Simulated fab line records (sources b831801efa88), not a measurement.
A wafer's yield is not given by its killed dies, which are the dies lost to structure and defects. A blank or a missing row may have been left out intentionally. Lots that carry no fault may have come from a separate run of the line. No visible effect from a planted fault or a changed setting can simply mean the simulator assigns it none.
Check for tools in common || flow gf180mcu || 12 lots and 36 wafers in the sample

## WHY IT WAS OPENED
Of 12 lots, 3 have the reading V5_CVD_02_THK flagged at GF_V5_THK_MEAS_03. Wafers without a fault read 1452 nm, standard deviation 21.
Rule: flag the lot when none of its wafers has a number, or when each of its wafers that has one lies beyond 4 standard deviations from that mean. The other lots count as sound.

{"lot": "L653", "measured": "day 28 03:26", "on": "film metro-01", "V5_CVD_02_THK (nm), wafer by wafer": "1492 1465 1472", "flag": ""}
{"lot": "L652", "measured": "day 28 05:41", "on": "film metro-01", "V5_CVD_02_THK (nm), wafer by wafer": "1450 1417 1475", "flag": ""}
{"lot": "L654", "measured": "day 28 07:48", "on": "film metro-04", "V5_CVD_02_THK (nm), wafer by wafer": "1430 1473 1470", "flag": ""}
{"lot": "L655", "measured": "day 28 19:26", "on": "film metro-01", "V5_CVD_02_THK (nm), wafer by wafer": "1444 1487 1473", "flag": ""}
{"lot": "L657", "measured": "day 29 13:10", "on": "film metro-04", "V5_CVD_02_THK (nm), wafer by wafer": "1445 1456 1478", "flag": ""}
{"lot": "L658", "measured": "day 29 19:18", "on": "film metro-01", "V5_CVD_02_THK (nm), wafer by wafer": "1436 1456 1445", "flag": ""}
{"lot": "L659", "measured": "day 30 01:40", "on": "film metro-04", "V5_CVD_02_THK (nm), wafer by wafer": "1434 1462 1438", "flag": ""}
{"lot": "L666", "measured": "day 31 22:15", "on": "film metro-03", "V5_CVD_02_THK (nm), wafer by wafer": "1239 1207 1278", "flag": "FLAGGED"}
{"lot": "L667", "measured": "day 32 02:34", "on": "film metro-03", "V5_CVD_02_THK (nm), wafer by wafer": "1263 1229 1275", "flag": "FLAGGED"}
{"lot": "L668", "measured": "day 32 12:17", "on": "film metro-01", "V5_CVD_02_THK (nm), wafer by wafer": "1246 1215 1209", "flag": "FLAGGED"}
{"lot": "L670", "measured": "day 32 19:36", "on": "film metro-01", "V5_CVD_02_THK (nm), wafer by wafer": "1429 1470 1476", "flag": ""}
{"lot": "L671", "measured": "day 32 22:26", "on": "film metro-04", "V5_CVD_02_THK (nm), wafer by wafer": "1453 1470 1464", "flag": ""}
On average the flagged lots' numbers are 1240 nm, which is -212 nm against the usual, or -10 standard deviations.

## WHICH TOOL RAN EACH LOT
3 process steps preceding the reading are held in the record, out of 602 steps in the route. In each cell: the tool, then ch and the chambers that the sampled wafers went through, then the start.
{"lot": "L653", "flag": "", "GF_V3_ETCH_17": "rie diel-04 ch 1,2,3, day 28 02:34 or earlier", "GF_M5_METAL_ETCH_10": "rie metal-04 ch 0,1, day 28 02:34", "GF_V5_CVD_02": "pecvd-02 ch 0,1,2, day 28 03:22"}
{"lot": "L652", "flag": "", "GF_V3_ETCH_17": "rie diel-01 ch 0,1,3, day 28 04:47 or earlier", "GF_M5_METAL_ETCH_10": "rie metal-02 ch 0,1, day 28 04:47", "GF_V5_CVD_02": "pecvd-01 ch 0,1,2, day 28 05:34"}
{"lot": "L654", "flag": "", "GF_V3_ETCH_17": "rie diel-04 ch 1,2, day 28 06:49 or earlier", "GF_M5_METAL_ETCH_10": "rie metal-03 ch 0, day 28 06:49", "GF_V5_CVD_02": "pecvd-04 ch 0, day 28 07:38"}
{"lot": "L655", "flag": "", "GF_V3_ETCH_17": "rie diel-04 ch 0,1, day 28 18:24 or earlier", "GF_M5_METAL_ETCH_10": "rie metal-02 ch 0, day 28 18:24", "GF_V5_CVD_02": "pecvd-02 ch 0,1, day 28 19:16"}
{"lot": "L657", "flag": "", "GF_V3_ETCH_17": "rie diel-03 ch 0,1,3, day 29 12:11 or earlier", "GF_M5_METAL_ETCH_10": "rie metal-03 ch 1, day 29 12:11", "GF_V5_CVD_02": "pecvd-02 ch 0,1,2, day 29 13:03"}
{"lot": "L658", "flag": "", "GF_V3_ETCH_17": "rie diel-01 ch 0,2,3, day 29 18:26 or earlier", "GF_M5_METAL_ETCH_10": "rie metal-02 ch 0,1, day 29 18:26", "GF_V5_CVD_02": "pecvd-04 ch 0,1,2, day 29 19:11"}
{"lot": "L659", "flag": "", "GF_V3_ETCH_17": "rie diel-03 ch 0,1,2, day 30 00:49 or earlier", "GF_M5_METAL_ETCH_10": "rie metal-02 ch 0,1, day 30 00:49", "GF_V5_CVD_02": "pecvd-04 ch 0,1, day 30 01:32"}
{"lot": "L666", "flag": "FLAGGED", "GF_V3_ETCH_17": "rie diel-03 ch 0,2, day 31 21:17 or earlier", "GF_M5_METAL_ETCH_10": "rie metal-03 ch 0,1, day 31 21:17", "GF_V5_CVD_02": "pecvd-01 ch 0,1,2, day 31 22:02"}
{"lot": "L667", "flag": "FLAGGED", "GF_V3_ETCH_17": "rie diel-01 ch 0,3, day 32 01:40 or earlier", "GF_M5_METAL_ETCH_10": "rie metal-04 ch 1, day 32 01:40", "GF_V5_CVD_02": "pecvd-01 ch 0,1,2, day 32 02:29"}
{"lot": "L668", "flag": "FLAGGED", "GF_V3_ETCH_17": "rie diel-01 ch 0,1,2, day 32 11:19 or earlier", "GF_M5_METAL_ETCH_10": "rie metal-04 ch 1, day 32 11:19", "GF_V5_CVD_02": "pecvd-01 ch 0,1,2, day 32 12:10"}
{"lot": "L670", "flag": "", "GF_V3_ETCH_17": "rie diel-01 ch 1,2, day 32 18:44 or earlier", "GF_M5_METAL_ETCH_10": "rie metal-03 ch 0,1, day 32 18:44", "GF_V5_CVD_02": "pecvd-02 ch 0,1, day 32 19:29"}
{"lot": "L671", "flag": "", "GF_V3_ETCH_17": "rie diel-03 ch 0,3, day 32 21:34 or earlier", "GF_M5_METAL_ETCH_10": "rie metal-03 ch 0,1, day 32 21:34", "GF_V5_CVD_02": "pecvd-02 ch 1,2, day 32 22:19"}
What the steps here do:
- GF_V3_ETCH_17: etches SiO2 in C4F8/O2/Ar, stops on TiN, target depth 635 nm.
- GF_M5_METAL_ETCH_10: etches the open film in Cl2/BCl3, stops on SiO2, target depth 627.5 nm, time 104.6 s.
- GF_V5_CVD_02: deposits SiO2 from TEOS, target thk 1450 nm, time 163.28 s.
- GF_V5_THK_MEAS_03

## FLAGGED OVER TOTAL, TOOL BY TOOL (the gauges that took the reading come last)
{"step": "GF_V3_ETCH_17", "tool": "rie diel-01", "lots run": 5, "flagged": 2, "share of the flagged lots": "some", "sound lots run after its first flagged lot": "1 (L670)"}
{"step": "GF_V3_ETCH_17", "tool": "rie diel-03", "lots run": 4, "flagged": 1, "share of the flagged lots": "some", "sound lots run after its first flagged lot": "1 (L671)"}
{"step": "GF_V3_ETCH_17", "tool": "rie diel-04", "lots run": 3, "flagged": 0, "share of the flagged lots": "none", "sound lots run after its first flagged lot": "-"}
{"step": "GF_M5_METAL_ETCH_10", "tool": "rie metal-02", "lots run": 4, "flagged": 0, "share of the flagged lots": "none", "sound lots run after its first flagged lot": "-"}
{"step": "GF_M5_METAL_ETCH_10", "tool": "rie metal-03", "lots run": 5, "flagged": 1, "share of the flagged lots": "some", "sound lots run after its first flagged lot": "2 (L670,L671)"}
{"step": "GF_M5_METAL_ETCH_10", "tool": "rie metal-04", "lots run": 3, "flagged": 2, "share of the flagged lots": "some", "sound lots run after its first flagged lot": 0}
{"step": "GF_V5_CVD_02", "tool": "pecvd-01", "lots run": 4, "flagged": 3, "share of the flagged lots": "all", "sound lots run after its first flagged lot": 0}
{"step": "GF_V5_CVD_02", "tool": "pecvd-02", "lots run": 5, "flagged": 0, "share of the flagged lots": "none", "sound lots run after its first flagged lot": "-"}
{"step": "GF_V5_CVD_02", "tool": "pecvd-04", "lots run": 3, "flagged": 0, "share of the flagged lots": "none", "sound lots run after its first flagged lot": "-"}
{"step": "GF_V5_THK_MEAS_03", "tool": "film metro-01", "lots run": 6, "flagged": 1, "share of the flagged lots": "some", "sound lots run after its first flagged lot": "1 (L670)"}
{"step": "GF_V5_THK_MEAS_03", "tool": "film metro-03", "lots run": 2, "flagged": 2, "share of the flagged lots": "some", "sound lots run after its first flagged lot": 0}
{"step": "GF_V5_THK_MEAS_03", "tool": "film metro-04", "lots run": 4, "flagged": 0, "share of the flagged lots": "none", "sound lots run after its first flagged lot": "-"}
With no start given for some of its lots, GF_V3_ETCH_17 uses the hours and lot order of GF_M5_METAL_ETCH_10.

## WHAT IS ALLOWED BY THE TABLE
Rows of the table that ran each flagged lot: 1, that is pecvd-01 at GF_V5_CVD_02.
- pecvd-01 at GF_V5_CVD_02 ran 4 lots, 3 of them flagged. It ran its last sound lot, L652, at day 28 05:34 and its first flagged lot, L666, at day 31 22:02: a fault with its onset between the two fits. Its own readings (rf fwd power W) fall more than 4 standard deviations out on all wafers of the flagged lots.
What remains is a single tool, pecvd-01 at GF_V5_CVD_02.

## WHAT HAD BEEN PUT IN BY THE SIMULATOR
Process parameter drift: pecvd-01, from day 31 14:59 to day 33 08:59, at GF_V5_CVD_02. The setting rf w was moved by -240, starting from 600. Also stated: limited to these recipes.
Struck lots among those shown: L666, L667, L668. The rule above reached the same finding.
